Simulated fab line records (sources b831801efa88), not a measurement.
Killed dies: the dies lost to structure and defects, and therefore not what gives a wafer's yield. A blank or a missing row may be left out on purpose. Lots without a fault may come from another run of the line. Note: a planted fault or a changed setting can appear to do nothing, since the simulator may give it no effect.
fab line records ; flow gf180mcu ; part 2 of 2: steps 29 to 39 of 39
record: lots: 5; wafers: 15; last_day: 31
route steps=602 shown VT_IMPLANT@129 MVSD@136 NWELL@137 LVPWELL@138 MVPSD@139 DUAL_GATE@141 POLY_GATE@157
lots untouched by any fault: they come from a run of this same line in which no faults occurred
start_h: the number of hours between the record's first day and the start of the first shown wafer of the lot ; wait_h: time in hours since the lot's previous step ; " the same as in the row above ; L1.1+2: a row that stands for several wafers ; - no value, or no start was given ; * or withheld: withheld ; < > ~ a bound
route shown NAME@n: a module of which the file shows steps, and the number in the route of the first ; usual: mean/standard deviation taken from wafers without a fault ; same: alike in all rows ; chamber/n: place in a boat ; sites: per-site readings ; _std_site: standard deviation of those values ; _edge_site: outer sites' mean less inner sites' ; radius_mm: how far each site lies from the wafer's centre ; mask NAME#n: copy n ; behind: the tool/chamber that last shaped the wafer ; hold: what put the lot on hold/how long, in hours/how the hold closed ; device: names the non-switching transistor (n, p or np) ; end of line: the tests these same wafers got at the end of their route ; a step without rows: its recipe alone ; killed: the dies lost at the first sort to structure and to defects; this is not the yield of the wafer ; map: a wafer's dies, marking killed ones x, the rest . and places with no die _
set.NAME: the run value of the setting; set.NAME@STEP: its run value at that earlier step ; model.NAME: the simulator's own value behind a step, which no gauge read
a table for each step, a row for each wafer; lots at some steps of the route
services: from which hour (start_h, from the record's first day; less than 0 if before it) a tool's chamber was out of use, for how many hours, and why
== steps ==
step: GF_POLY_GATE_CVD_00
recipe: material: poly-Si; target_thk_nm: 200; temp_c: 620; time_s: 1200; pressure_mtorr: 200
usual: zone_power_upper_pct: 8.1/0.57
lot.wafer;tool;chamber;start_h;wait_h;zone_power_upper_pct
L077.1;lpcvd-02;1;202.90;0.0;7.7
L077.4;lpcvd-02;1;202.90;0.0;7.7
L077.6;lpcvd-02;1;202.90;0.0;7.6
L078.2;lpcvd-01;1;208.56;1.4;8.6
L078.4;lpcvd-01;1;208.56;1.4;8.8
L078.5;lpcvd-01;1;208.56;1.4;8.7
L079.2;lpcvd-01;0;213.07;0.0;8.3
L079.3;lpcvd-01;0;213.07;0.0;8.3
L079.5;lpcvd-01;0;213.07;0.0;8.2
L084.1;lpcvd-02;1;246.91;0.0;7.7
L084.2;lpcvd-02;1;246.91;0.0;7.5
L084.3;lpcvd-02;1;246.91;0.0;7.5
L085.2;lpcvd-01;0;255.51;0.0;8.3
L085.4;lpcvd-01;0;255.51;0.0;8.3
L085.5;lpcvd-01;0;255.51;0.0;8.3
step: GF_POLY_GATE_THK_MEAS_01
recipe: reads: poly-Si_of_POLY_GATE_CVD_00
usual: POLY_GATE_CVD_00_THK: 200.0/1.9
lot.wafer;tool;chamber;start_h;wait_h;POLY_GATE_CVD_00_THK[nm]
L077.1;film_metro-01;-;204.26;0.0;197.0
L077.4;film_metro-01;-;204.26;0.0;196.4
L077.6;film_metro-01;-;204.26;0.0;195.9
L078.2;film_metro-04;-;209.90;0.0;198.7
L078.4;film_metro-04;-;209.90;0.0;197.4
L078.5;film_metro-04;-;209.90;0.0;197.5
L079.2;film_metro-01;-;214.42;0.0;200.5
L079.3;film_metro-01;-;214.42;0.0;199.4
L079.5;film_metro-01;-;214.42;0.0;200.5
L084.1;film_metro-01;-;248.25;0.0;199.8
L084.2;film_metro-01;-;248.25;0.0;200.1
L084.3;film_metro-01;-;248.25;0.0;199.4
L085.2;film_metro-01;-;256.86;0.0;197.6
L085.4;film_metro-01;-;256.86;0.0;197.8
L085.5;film_metro-01;-;256.86;0.0;198.2
step: GF_POLY_GATE_DEHYDRATE_02
recipe: temp_c: 200; time_s: 60
usual: exhaust_pa: 44.9/0.8
lot.wafer;tool;chamber;start_h;wait_h;exhaust_pa
L077.1;litho_track-04;0;212.22;7.9;44.2
L077.4;litho_track-04;0;212.22;7.9;43.9
L077.6;litho_track-04;0;212.22;7.9;43.4
L078.2;litho_track-03;0;218.62;8.7;44.7
L078.4;litho_track-03;0;218.62;8.7;44.8
L078.5;litho_track-03;0;218.62;8.7;43.9
L079.2;litho_track-04;0;222.99;8.6;46.5
L079.3;litho_track-04;0;222.99;8.6;45.3
L079.5;litho_track-04;0;222.99;8.6;44.7
L084.1;litho_track-02;0;256.57;8.3;44.6
L084.2;litho_track-02;0;256.57;8.3;44.5
L084.3;litho_track-02;0;256.57;8.3;44.8
L085.2;litho_track-02;0;265.65;8.8;44.4
L085.4;litho_track-02;0;265.65;8.8;45.2
L085.5;litho_track-02;0;265.65;8.8;45.2
step: GF_POLY_GATE_HMDS_03
recipe: prime_time_s: 60; prime_temp_c: 120
usual: exhaust_pa: 45.0/0.83
lot.wafer;tool;chamber;start_h;wait_h;exhaust_pa
L077.1;litho_track-04;0;212.37;0.1;45.8
L077.4;litho_track-04;0;212.37;0.1;45.3
L077.6;litho_track-04;0;212.37;0.1;46.8
L078.2;litho_track-03;0;218.77;0.1;44.5
L078.4;litho_track-03;0;218.77;0.1;45.6
L078.5;litho_track-03;0;218.77;0.1;45.0
L079.2;litho_track-04;0;223.14;0.1;46.4
L079.3;litho_track-04;0;223.14;0.1;45.6
L079.5;litho_track-04;0;223.14;0.1;44.8
L084.1;litho_track-02;0;256.72;0.1;44.5
L084.2;litho_track-02;0;256.72;0.1;44.1
L084.3;litho_track-02;0;256.72;0.1;45.7
L085.2;litho_track-02;0;265.80;0.1;44.6
L085.4;litho_track-02;0;265.80;0.1;44.9
L085.5;litho_track-02;0;265.80;0.1;44.0
step: GF_POLY_GATE_COAT_04
recipe: resist: BARC; temp_c: withheld; time_s: withheld; spin_rpm: withheld; resist_thk_nm: withheld
usual: exhaust_pa: 45.0/0.83
lot.wafer;tool;chamber;start_h;wait_h;exhaust_pa
L077.1;litho_track-04;0;212.52;0.1;44.9
L077.4;litho_track-04;0;212.52;0.1;44.3
L077.6;litho_track-04;0;212.52;0.1;45.0
L078.2;litho_track-03;0;218.92;0.1;43.8
L078.4;litho_track-03;0;218.92;0.1;46.1
L078.5;litho_track-03;0;218.92;0.1;44.1
L079.2;litho_track-04;0;223.29;0.1;45.6
L079.3;litho_track-04;0;223.29;0.1;47.0
L079.5;litho_track-04;0;223.29;0.1;45.5
L084.1;litho_track-02;0;256.87;0.1;45.2
L084.2;litho_track-02;0;256.87;0.1;45.5
L084.3;litho_track-02;0;256.87;0.1;43.5
L085.2;litho_track-02;0;265.95;0.1;44.9
L085.4;litho_track-02;0;265.95;0.1;44.4
L085.5;litho_track-02;0;265.95;0.1;45.8
step: GF_POLY_GATE_COAT_05
recipe: resist: KrF; spin_rpm: withheld; resist_thk_nm: 700
usual: exhaust_pa: 44.8/0.79
lot.wafer;tool;chamber;start_h;wait_h;exhaust_pa
L077.1;litho_track-04;0;-;-;45.0
L077.4;litho_track-04;0;-;-;44.6
L077.6;litho_track-04;0;-;-;45.4
L078.2;litho_track-03;0;-;-;45.8
L078.4;litho_track-03;0;-;-;45.9
L078.5;litho_track-03;0;-;-;44.9
L079.2;litho_track-04;0;-;-;45.2
L079.3;litho_track-04;0;-;-;46.1
L079.5;litho_track-04;0;-;-;45.7
L084.1;litho_track-02;0;-;-;46.3
L084.2;litho_track-02;0;-;-;45.0
L084.3;litho_track-02;0;-;-;44.3
L085.2;litho_track-02;0;-;-;44.6
L085.4;litho_track-02;0;-;-;44.5
L085.5;litho_track-02;0;-;-;44.0
step: GF_POLY_GATE_SOFTBAKE_06
recipe: temp_c: 130; time_s: 60; resist: KrF
usual: exhaust_pa: 45.1/0.82
lot.wafer;tool;chamber;start_h;wait_h;exhaust_pa
L077.1;litho_track-04;0;-;-;45.2
L077.4;litho_track-04;0;-;-;46.2
L077.6;litho_track-04;0;-;-;45.6
L078.2;litho_track-03;0;-;-;44.8
L078.4;litho_track-03;0;-;-;44.2
L078.5;litho_track-03;0;-;-;43.6
L079.2;litho_track-04;0;-;-;46.2
L079.3;litho_track-04;0;-;-;45.3
L079.5;litho_track-04;0;-;-;45.7
L084.1;litho_track-02;0;-;-;44.6
L084.2;litho_track-02;0;-;-;43.6
L084.3;litho_track-02;0;-;-;44.0
L085.2;litho_track-02;0;-;-;45.3
L085.4;litho_track-02;0;-;-;46.7
L085.5;litho_track-02;0;-;-;45.1
step: GF_POLY_GATE_EXPOSE_07
recipe: mask_id: Poly2; target_cd_nm: 280; na: 0.68; source_shape: conventional; sigma_outer: 0.6; dose_mj: 28
lot.wafer;tool;chamber;start_h;wait_h;mask
L077.1+4+6;krf_scanner-02;0;-;-;Poly2#0
L078.2+4+5;krf_scanner-01;0;-;-;Poly2#0
L079.2+3+5;krf_scanner-01;0;-;-;Poly2#0
L084.1+2+3;krf_scanner-01;0;-;-;Poly2#0
L085.2+4+5;krf_scanner-02;0;-;-;Poly2#0
step: GF_POLY_GATE_PEB_08
recipe: peb_temp_c: 135; peb_time_s: 90; resist: KrF
usual: exhaust_pa: 45.3/0.92
lot.wafer;tool;chamber;start_h;wait_h;exhaust_pa
L077.1;litho_track-03;0;-;-;44.9
L077.4;litho_track-03;0;-;-;45.1
L077.6;litho_track-03;0;-;-;44.2
L078.2;litho_track-02;0;-;-;46.0
L078.4;litho_track-02;0;-;-;45.3
L078.5;litho_track-02;0;-;-;44.3
L079.2;litho_track-04;0;-;-;46.3
L079.3;litho_track-04;0;-;-;45.5
L079.5;litho_track-04;0;-;-;44.5
L084.1;litho_track-02;0;-;-;44.8
L084.2;litho_track-02;0;-;-;45.0
L084.3;litho_track-02;0;-;-;44.4
L085.2;litho_track-03;0;-;-;45.7
L085.4;litho_track-03;0;-;-;46.0
L085.5;litho_track-03;0;-;-;44.9
step: GF_POLY_GATE_DEVELOP_09
recipe: develop_time_s: 60; resist: KrF; dev_temp_c: 21
usual: developer_temp_C: 21.02/0.1; exhaust_pa: 44.9/0.78
same: develop_time_s: 60
lot.wafer;tool;chamber;start_h;wait_h;developer_temp_C;exhaust_pa
L077.1;litho_track-03;0;221.69;0.2;20.99;45.3
L077.4;litho_track-03;0;221.69;0.2;21.21;45.4
L077.6;litho_track-03;0;221.69;0.2;21.02;46.7
L078.2;litho_track-02;0;227.80;0.2;21.01;45.3
L078.4;litho_track-02;0;227.80;0.2;21.04;43.7
L078.5;litho_track-02;0;227.80;0.2;21.15;44.9
L079.2;litho_track-04;0;232.09;0.2;21.09;45.0
L079.3;litho_track-04;0;232.09;0.2;21.06;43.9
L079.5;litho_track-04;0;232.09;0.2;20.88;46.0
L084.1;litho_track-02;0;266.57;0.2;21.18;45.8
L084.2;litho_track-02;0;266.57;0.2;21.11;44.5
L084.3;litho_track-02;0;266.57;0.2;21.06;44.7
L085.2;litho_track-03;0;275.97;0.2;20.89;45.4
L085.4;litho_track-03;0;275.97;0.2;21.01;44.3
L085.5;litho_track-03;0;275.97;0.2;21.06;46.2
step: GF_POLY_GATE_CD_MEAS_10
recipe: target_cd_nm: 280
usual: cd_nm: 280.1/1.2
lot.wafer;tool;chamber;start_h;wait_h;cd_nm
L077.1;cd_sem-01;-;221.84;0.1;280.6
L077.4;cd_sem-01;-;221.84;0.1;282.2
L077.6;cd_sem-01;-;221.84;0.1;281.6
L078.2;cd_sem-02;-;227.94;0.1;278.8
L078.4;cd_sem-02;-;227.94;0.1;279.5
L078.5;cd_sem-02;-;227.94;0.1;280.1
L079.2;cd_sem-01;-;232.23;0.1;279.9
L079.3;cd_sem-01;-;232.23;0.1;280.3
L079.5;cd_sem-01;-;232.23;0.1;279.0
L084.1;cd_sem-01;-;266.72;0.1;279.6
L084.2;cd_sem-01;-;266.72;0.1;279.2
L084.3;cd_sem-01;-;266.72;0.1;279.4
L085.2;cd_sem-02;-;276.11;0.1;281.8
L085.4;cd_sem-02;-;276.11;0.1;281.2
L085.5;cd_sem-02;-;276.11;0.1;279.0
== services ==
tool;chamber;start_h;hours;kind
krf_scanner-02;-;159.38;1.0;pm
implanter-01;-;159.78;4.5;pm
plasma_asher-02;-;164.51;1.8;repair
plasma_asher-01;-;169.55;4.5;repair
lpcvd-02;-;176.57;0.7;repair
iline_stepper-02;-;187.42;7.6;repair
iline_stepper-02;-;195.01;1.7;pm
lpcvd-02;-;204.23;6.1;pm
iline_stepper-02;-;204.86;11.4;repair
krf_scanner-01;-;209.34;8.5;repair
plasma_asher-03;-;213.06;3.3;repair
lpcvd-02;-;214.72;0.9;repair
iline_stepper-01;-;216.23;1.7;pm
krf_scanner-01;-;217.85;1.3;pm
iline_stepper-02;-;218.58;2.1;pm
implanter-04;-;227.20;1.2;repair
plasma_asher-02;-;229.41;0.8;repair
implanter-04;-;231.72;5.5;pm
krf_scanner-02;-;235.15;0.8;pm
implanter-03;-;241.30;3.0;repair
furnace-01;-;247.91;2.8;pm
wet_bench-02;-;258.75;4.4;repair
furnace-02;-;263.73;3.2;pm
lpcvd-01;-;273.23;0.4;repair
